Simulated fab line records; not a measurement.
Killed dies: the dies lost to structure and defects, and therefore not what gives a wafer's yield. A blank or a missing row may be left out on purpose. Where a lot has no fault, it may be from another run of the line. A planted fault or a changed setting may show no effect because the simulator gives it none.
fab line records    flow sky130
record: lots: 6  wafers: 16  last-day: 50
route steps=708 shown CONTACT@425 METAL1@434 PAD_OPEN@708
lots that met no fault: from a run of the same line without faults
start-h: hours from the record's opening day to when the first of the lot's shown wafers began    wait-h: hours since the lot's step before    " as in the row above    L1.1+2: several wafers, shown together as one row    - value missing, or start not given    * or withheld: withheld    < > ~ a bound
route shown NAME@n: NAME is a module with steps in the file, n the number in the route of the first one    usual: mean/standard deviation of fault-free wafers    same: alike in all rows    chamber/n: place in a boat    sites: readings site by site    _std_site: standard deviation across them    _edge_site: the outer-site mean with the inner-site mean subtracted    radius-mm: for every site, how far away it sits from the centre of the wafer    mask NAME#n: copy n    behind: the last tool/chamber to shape the wafer    hold: the reason the lot was held/the length of the hold in hours/how it ended    device: whichever transistor did not switch (one of n, p or np)    end of line: the tests these same wafers got at the end of their route    a step with no rows: only its recipe    killed: not the wafer's yield, but the dies lost to structure and defects at the first sort    map: dies across one wafer; x = killed, . = not, _ = none there
set.NAME: the setting the step ran with; set.NAME@STEP: the setting that earlier step ran with    model.NAME: the simulator's own value behind a step, which no gauge read
certain route steps with their lots: each step a table, each wafer a row
services: a tool's chamber out of use, with start hour (start-h, from the record's first day; less than 0 if before it), hours out, and reason
== steps ==
step: SKY_CONTACT_STRIP_19
recipe: chemistry: O2/N2  power-w: 1400  pressure-mtorr: 1500  platen-temp-c: withheld  o2-flow-sccm: 3000  n2-flow-sccm: 300  overash-fraction: 0.5
step: SKY_CONTACT_STRIP_20
recipe: chemistry: post-etch-residue-remover  time-s: 1200  temp-c: 72.5
step: SKY_CONTACT_CLEAN_21
recipe: chemistry: IPA  time-s: 180  temp-c: 25
step: SKY_CONTACT_CLEAN_22
recipe: chemistry: O3/DIW  dry: n2-spin
step: SKY_CONTACT_SPUTTER_23
recipe: material: TiN  target-thk-nm: 20  chamber-pressure-pa: 5  power-w: 4000  time-s: 80
usual: chamber-pressure-pa: 5.001/0.01  throttle-valve-pct: 30.3/0.66
lot.wafer  tool            chamber  start-h  wait-h  chamber-pressure-pa  throttle-valve-pct
L916.1     pvd-sputter-01  -        754.06   0.0     5.017                29.8
L916.2     "               -        "        "       5.004                30.1
L916.4     "               -        "        "       5.004                30.0
L921.3     pvd-sputter-04  -        792.02   0.0     5.003                31.4
L921.4     "               -        "        "       5.014                30.4
L921.6     "               -        "        "       5.000                29.6
L922.1     pvd-sputter-04  -        802.99   0.0     5.009                31.2
L922.3     "               -        "        "       5.017                30.1
L922.4     "               -        "        "       5.003                30.6
L933.1     pvd-sputter-04  -        887.84   0.0     5.010                30.6
L933.3     "               -        "        "       5.002                29.4
L935.1     pvd-sputter-04  -        894.79   0.0     4.992                29.4
L935.3     "               -        "        "       5.008                30.3
L937.3     pvd-sputter-04  -        911.73   0.0     5.006                30.6
L937.4     "               -        "        "       4.984                31.1
L937.6     "               -        "        "       4.985                30.0
step: SKY_CONTACT_CVD_24
recipe: material: W  target-thk-nm: 340  time-s: 102.12  temp-c: 400  pressure-torr: 40
step: SKY_CONTACT_RS_MEAS_25
recipe: thk-meas-gauge: four-point-probe  reads: W_of_CONTACT_CVD_24+TiN_of_CONTACT_SPUTTER_23
usual: CONTACT_W_RS: 0.341/0.0047
lot.wafer  tool           chamber  start-h  wait-h  CONTACT_W_RS[ohm/sq]
L916.1     film-metro-01  -        754.23   0.1     0.338
L916.2     "              -        "        "       0.339
L916.4     "              -        "        "       0.340
L921.3     film-metro-01  -        792.23   0.1     0.346
L921.4     "              -        "        "       0.337
L921.6     "              -        "        "       0.338
L922.1     film-metro-02  -        803.16   0.1     0.334
L922.3     "              -        "        "       0.335
L922.4     "              -        "        "       0.346
L933.1     film-metro-02  -        888.01   0.1     0.342
L933.3     "              -        "        "       0.339
L935.1     film-metro-03  -        894.96   0.1     0.342
L935.3     "              -        "        "       0.343
L937.3     film-metro-03  -        912.05   0.2     0.347
L937.4     "              -        "        "       0.349
L937.6     "              -        "        "       0.346
step: SKY_CONTACT_THK_MEAS_26
recipe: thk-meas-gauge: xrf  reads: W_of_CONTACT_CVD_24
usual: CONTACT_W_THK: 338/4.6
lot.wafer  tool           chamber  start-h  wait-h  CONTACT_W_THK[nm]
L916.1     film-metro-01  -        754.35   0.1     341
L916.2     "              -        "        "       339
L916.4     "              -        "        "       338
L921.3     film-metro-01  -        792.33   0.1     333
L921.4     "              -        "        "       342
L921.6     "              -        "        "       339
L922.1     film-metro-02  -        803.28   0.1     341
L922.3     "              -        "        "       343
L922.4     "              -        "        "       327
L933.1     film-metro-02  -        888.13   0.1     334
L933.3     "              -        "        "       336
L935.1     film-metro-03  -        895.08   0.1     341
L935.3     "              -        "        "       338
L937.3     film-metro-03  -        912.15   0.1     335
L937.4     "              -        "        "       335
L937.6     "              -        "        "       338
step: SKY_CONTACT_CMP_27
recipe: stop-on: SiO2  t-overpolish-s: 15  down-force-psi: 3.5  platen-rpm: 60  target-thk-nm: 0  pad-velocity-m-s: 0.94248
usual: edge-zone-pressure-frac: 1.000/0.0048  motor-current-A: 11.3/1.5  overpolish-run-s: 15.000/0.0092  time-to-endpoint-s: 80/3.5
lot.wafer  tool    chamber  start-h  wait-h  edge-zone-pressure-frac  motor-current-A  overpolish-run-s  time-to-endpoint-s
L916.4     cmp-01  2        754.41   0.0     1.001                    12.1             14.993            76
L916.1     "       3        "        "       0.996                    10.9             15.015            82
L916.2     "       1        "        "       0.998                    8.3              14.982            81
L921.3     cmp-01  3        792.42   0.1     0.999                    10.8             14.991            84
L921.4     "       1        "        "       1.005                    8.3              15.007            80
L921.6     "       3        "        "       1.005                    10.9             14.997            84
L922.1     cmp-02  0        803.39   0.1     0.997                    11.4             14.986            79
L922.3     "       1        "        "       0.999                    11.6             15.009            76
L922.4     "       2        "        "       0.994                    12.1             15.011            77
L933.3     cmp-02  3        888.24   0.1     0.999                    12.4             15.006            84
L933.1     "       0        "        "       1.000                    11.2             15.001            80
L935.1     cmp-01  0        895.14   0.1     0.994                    12.3             14.995            79
L935.3     "       2        "        "       0.999                    12.4             14.998            78
L937.4     cmp-01  3        912.24   0.1     1.005                    11.3             15.006            79
L937.3     "       1        "        "       1.001                    8.7              15.007            75
L937.6     "       3        "        "       1.004                    11.2             15.005            78
step: SKY_METAL1_SPUTTER_00
recipe: material: Ti  target-thk-nm: 15  power-w: 3000  time-s: 10  chamber-pressure-pa: 0.4
usual: chamber-pressure-pa: 0.4001/0.00085  throttle-valve-pct: 30.3/0.52
lot.wafer  tool            chamber  start-h  wait-h  chamber-pressure-pa  throttle-valve-pct
L916.1     pvd-sputter-03  -        754.71   0.2     0.4004               30.9
L916.2     "               -        "        "       0.4004               29.5
L916.4     "               -        "        "       0.3991               30.2
L921.3     pvd-sputter-02  -        792.67   0.2     0.4007               30.5
L921.4     "               -        "        "       0.3990               30.8
L921.6     "               -        "        "       0.4004               30.4
L922.1     pvd-sputter-02  -        803.64   0.2     0.4013               30.1
L922.3     "               -        "        "       0.3994               30.5
L922.4     "               -        "        "       0.4012               30.7
L933.1     pvd-sputter-02  -        888.49   0.1     0.3991               30.1
L933.3     "               -        "        "       0.3991               30.5
L935.1     pvd-sputter-02  -        895.44   0.2     0.3992               30.4
L935.3     "               -        "        "       0.3991               30.3
L937.3     pvd-sputter-03  -        912.49   0.1     0.4011               30.3
L937.4     "               -        "        "       0.3985               30.6
L937.6     "               -        "        "       0.4005               29.8
step: SKY_METAL1_SPUTTER_01
recipe: material: TiN  target-thk-nm: 20  power-w: 6500  time-s: 16.7  chamber-pressure-pa: 0.4
step: SKY_METAL1_SPUTTER_02
recipe: material: AlCu  target-thk-nm: 250  power-w: 10600  time-s: 13.3  chamber-pressure-pa: 0.4
usual: chamber-pressure-pa: 0.3999/0.00075  throttle-valve-pct: 30.3/0.53
lot.wafer  tool            chamber  start-h  wait-h  chamber-pressure-pa  throttle-valve-pct
L916.1     pvd-sputter-03  -        754.76   0.0     0.4000               30.6
L916.2     "               -        "        "       0.3992               29.6
L916.4     "               -        "        "       0.3994               30.5
L921.3     pvd-sputter-02  -        792.72   0.0     0.3991               30.5
L921.4     "               -        "        "       0.4001               30.9
L921.6     "               -        "        "       0.4004               30.3
L922.1     pvd-sputter-02  -        803.69   0.0     0.4000               30.2
L922.3     "               -        "        "       0.3992               30.5
L922.4     "               -        "        "       0.4016               30.6
L933.1     pvd-sputter-02  -        888.54   0.0     0.3991               30.0
L933.3     "               -        "        "       0.3987               30.8
L935.1     pvd-sputter-02  -        895.49   0.0     0.4000               30.5
L935.3     "               -        "        "       0.4003               29.9
L937.3     pvd-sputter-03  -        912.54   0.0     0.4017               30.4
L937.4     "               -        "        "       0.4005               30.7
L937.6     "               -        "        "       0.3981               29.6
step: SKY_METAL1_SPUTTER_03
recipe: material: Ti  target-thk-nm: 5  power-w: 3000  time-s: 3.3  chamber-pressure-pa: 0.4
usual: chamber-pressure-pa: 0.4001/0.00081  throttle-valve-pct: 30.3/0.53
lot.wafer  tool            chamber  start-h  wait-h  chamber-pressure-pa  throttle-valve-pct  model.Ti_of_METAL1_SPUTTER_03.thk-nm
L916.1     pvd-sputter-03  -        754.78   0.0     0.4005               30.8                4.788
L916.2     "               -        "        "       0.4006               29.6                4.86
L916.4     "               -        "        "       0.4000               30.7                4.865
L921.3     pvd-sputter-02  -        792.75   0.0     0.4011               30.6                5.132
L921.4     "               -        "        "       0.3993               30.6                4.995
L921.6     "               -        "        "       0.4009               30.4                5.101
L922.1     pvd-sputter-02  -        803.71   0.0     0.4001               30.0                5.172
L922.3     "               -        "        "       0.4015               30.4                5.278
L922.4     "               -        "        "       0.3990               30.7                5.131
L933.1     pvd-sputter-02  -        888.56   0.0     0.3998               30.0                5.17
L933.3     "               -        "        "       0.4004               30.5                3.69
L935.1     pvd-sputter-02  -        895.51   0.0     0.4000               30.4                5.248
L935.3     "               -        "        "       0.3994               30.3                3.544
L937.3     pvd-sputter-03  -        912.56   0.0     0.4001               30.4                4.726
L937.4     "               -        "        "       0.4005               30.8                4.799
L937.6     "               -        "        "       0.4008               29.5                4.904
step: SKY_METAL1_SPUTTER_04
recipe: material: TiN  target-thk-nm: 70  power-w: 6500  time-s: 58.3  chamber-pressure-pa: 0.4
usual: chamber-pressure-pa: 0.4000/0.0008  throttle-valve-pct: 30.3/0.51
lot.wafer  tool            chamber  start-h  wait-h  chamber-pressure-pa  throttle-valve-pct
L916.1     pvd-sputter-03  -        754.80   0.0     0.3992               30.8
L916.2     "               -        "        "       0.3999               29.7
L916.4     "               -        "        "       0.4017               30.6
L921.3     pvd-sputter-02  -        792.76   0.0     0.3998               30.6
L921.4     "               -        "        "       0.4006               30.5
L921.6     "               -        "        "       0.3989               30.4
L922.1     pvd-sputter-02  -        803.73   0.0     0.3996               29.8
L922.3     "               -        "        "       0.4004               30.3
L922.4     "               -        "        "       0.4007               30.6
L933.1     pvd-sputter-02  -        888.58   0.0     0.4000               30.0
L933.3     "               -        "        "       0.4009               30.8
L935.1     pvd-sputter-02  -        895.53   0.0     0.4006               30.4
L935.3     "               -        "        "       0.3992               30.0
L937.3     pvd-sputter-03  -        912.58   0.0     0.4012               30.7
L937.4     "               -        "        "       0.4007               30.8
L937.6     "               -        "        "       0.3998               29.4
step: SKY_PAD_OPEN_PROBE_99
usual: defect-limited-yield: 82.8/2.1  killed_at_M0_to_M3: 43/7.7  killed_at_M4_up: 3.1/1.7  killed-at-contacts: 23/4.8  killed-at-front-end: 15/4.5  killed-at-other: 0.3/0.58  killed-dies: 85/10  killed-open: 46/7.5  killed-short: 38/6.5  sort_bin_3_pad_short: 0.8/0.38  sort_bin_5_function: 10.3/1.7  sort_bin_6_memory: 6.1/1.1  sort-n-pass: 407/10  sort-yield-pct: 82.8/2.1
same: gross-dies: 492  killed-at-back-side: 0  sort_bin_4_leakage[%]: 0  sort_bin_8_speed[%]: 0
lot.wafer  tool       chamber  start-h  wait-h  defect-limited-yield[%]  killed_at_M0_to_M3  killed_at_M4_up  killed-at-contacts  killed-at-front-end  killed-at-other  killed-dies  killed-open  killed-short  sort_bin_3_pad_short[%]  sort_bin_5_function[%]  sort_bin_6_memory[%]  sort-n-pass  sort-yield-pct[%]
L922.1     prober-01  -        1129.18  0.1     80.7                     46                  2                31                  16                   0                95           56           39            0.6                      10.6                    8.1                   397          80.7
L922.3     prober-01  -        1129.28  0.2     83.1                     50                  2                15                  16                   0                83           45           38            0.6                      10.8                    5.5                   409          83.1
L922.4     prober-01  -        1129.33  0.2     83.3                     47                  3                21                  10                   1                82           39           43            0.8                      8.7                     7.1                   410          83.3
L937.3     prober-01  -        1199.30  0.2     85.0                     39                  2                22                  11                   0                74           32           38            1.6                      8.5                     4.9                   418          85.0
L937.4     prober-01  -        1199.35  0.2     83.5                     34                  3                28                  15                   1                81           47           31            1.2                      10.6                    4.7                   411          83.5
L937.6     prober-01  -        1199.45  0.2     81.7                     42                  1                27                  20                   0                90           54           34            0.4                      11.4                    6.5                   402          81.7
killed by level:class
L922.1 VIA1:geometric-particle:open=12 CONTACT:geometric-particle:open=11 LI_CONTACT:geometric-particle:open=10 VIA2:geometric-particle:open=7 FIELD_ISO:geometric-particle:open=6 METAL1:geometric-particle:short=6 CONTACT:geometric-particle:short=5 VIA1:geometric-particle:short=5
L922.3 VIA2:geometric-particle:open=10 VIA1:geometric-particle:open=9 FIELD_ISO:geometric-particle:open=6 METAL1:geometric-particle:short=6 METAL2:geometric-particle:short=6 LI_CONTACT:geometric-particle:open=5 VIA3:geometric-particle:open=5 LI_CONTACT:geometric-particle:short=4
L922.4 VIA1:geometric-particle:open=11 VIA1:geometric-particle:short=9 LI_CONTACT:geometric-particle:open=7 VIA3:geometric-particle:open=7 CONTACT:geometric-particle:open=5 METAL2:geometric-particle:short=5 VIA3:geometric-particle:short=5 FIELD_ISO:geometric-particle:short=4
L937.3 VIA1:geometric-particle:open=10 METAL1:geometric-particle:short=8 LI_CONTACT:geometric-particle:open=6 METAL3:geometric-particle:short=5 CONTACT:geometric-particle:open=5 LOCAL_INTERCONNECT:geometric-particle:short=4 FIELD_ISO:geometric-particle:short=3 CONTACT:geometric-particle:short=3
L937.4 VIA1:geometric-particle:open=11 LI_CONTACT:geometric-particle:open=10 CONTACT:geometric-particle:open=9 METAL1:geometric-particle:short=6 LOCAL_INTERCONNECT:geometric-particle:short=5 FIELD_ISO:geometric-particle:open=4 FIELD_ISO:geometric-particle:short=3 VIA3:geometric-particle:short=3
L937.6 CONTACT:geometric-particle:open=11 VIA1:geometric-particle:open=10 FIELD_ISO:geometric-particle:open=8 LOCAL_INTERCONNECT:geometric-particle:short=6 METAL1:geometric-particle:short=6 VIA2:geometric-particle:open=6 FIELD_ISO:geometric-particle:short=5 CONTACT:geometric-particle:short=5
== services ==
tool            chamber  start-h  hours  kind
cmp-01          -        744.26   4.0    pm
cmp-01          -        748.26   -      consumable-replace:conditioner
cmp-01          -        748.26   -      consumable-replace:pad
cmp-02          -        754.58   13.4   pm
cmp-01          -        768.22   3.5    pm
cmp-02          -        779.32   2.6    repair
pvd-sputter-02  -        785.23   1.8    repair
pvd-sputter-02  -        789.15   0.9    repair
pvd-sputter-01  -        791.25   1.6    repair
cmp-01          -        792.67   9.6    pm
pvd-sputter-02  -        798.55   1.5    repair
pvd-sputter-02  -        838.69   1.8    repair
pvd-sputter-03  -        859.13   2.7    repair
cmp-02          -        865.27   7.5    pm
cmp-02          -        880.08   1.1    repair
cmp-02          -        884.18   3.6    pm
cmp-01          -        898.90   2.1    repair
pvd-sputter-03  -        907.87   2.3    repair
cmp-02          -        912.00   4.0    pm
== key ==
first-sign none at tools or gauges
model-effect: step: SKY_METAL1_SPUTTER_03  value: Ti_of_METAL1_SPUTTER_03.thk-nm  without: 5.127  struck: 3.617
met-at SKY_METAL1_SPUTTER_03
struck-wafers L933.3,L935.3
onset-between 803.71 888.56
fault: kind: process-parameter-drift  tool: pvd-sputter-02  chamber: -  onset-h: 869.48  steps: SKY_METAL1_SPUTTER_03  channel: target-thk-nm  offset: -1.5099  shape: step  end-h: 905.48  scope: struck-wafers-only  acts-in: these-recipes-only  stated: 5
